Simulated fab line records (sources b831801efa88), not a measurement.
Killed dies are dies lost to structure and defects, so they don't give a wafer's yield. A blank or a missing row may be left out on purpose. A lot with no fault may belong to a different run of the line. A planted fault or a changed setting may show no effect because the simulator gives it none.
Matching of chambers	flow sky130	SKY_VIA4_CMP_21 on cmp-02: 4 sister chambers
The step polishes, stops on SiO2, t overpolish 25 s, target thk 0 nm. 7 wafers are shown with their chamber, then 8 later ones without.

== WAFERS, EACH WITH ITS CHAMBER ==
wafer	chamber	motor current A (A)	time to endpoint s (s)
L843.6	3	11.6	126
L845.6	3	11.2	123
L850.6	1	11.1	135
L859.3	0	13.3	120
L859.4	2	12.1	122
L859.5	0	12.8	121
L860.2	2	11.8	122

== WAFERS WITH NO CHAMBER GIVEN ==
wafer	motor current A (A)	time to endpoint s (s)
L860.3	12.9	119
L860.4	11.4	121
L862.1	10.1	121
L862.4	10.2	128
L862.6	11.0	126
L863.3	11.2	123
L863.4	10.4	130
L863.5	12.5	130

== CHAMBER TAKEN BY EACH ==
wafer	from the rows above	in truth
L860.3	0	0
L860.4	can't be placed: 2 or 3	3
L862.1	can't be placed: 3 or 2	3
L862.4	can't be placed: 3 or 1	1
L862.6	3	3
L863.3	can't be placed: 3 or 2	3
L863.4	can't be placed: 1 or 3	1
L863.5	can't be placed: 3 or 1 or 2 or 0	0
Correctly placed: 2 of 8. Unplaceable from these rows: 6, with the true chamber sitting among the candidates in 6. Number placed wrongly: 0.
How it was worked out, from the rows above alone: a wafer's distance from a chamber is the root of the sum, over the readings, of the square of ((its reading less the chamber's mean) divided by the reading's scatter). The wafer belongs to the nearest chamber; if the next one is less than 2 further off, it can't be placed. For every chamber, the mean is computed from those of its wafers that are shown. How the scatter is found: for the shown wafers, subtract from each reading the mean of its chamber, square and add these, divide the total by (wafers less chambers), then take the root.
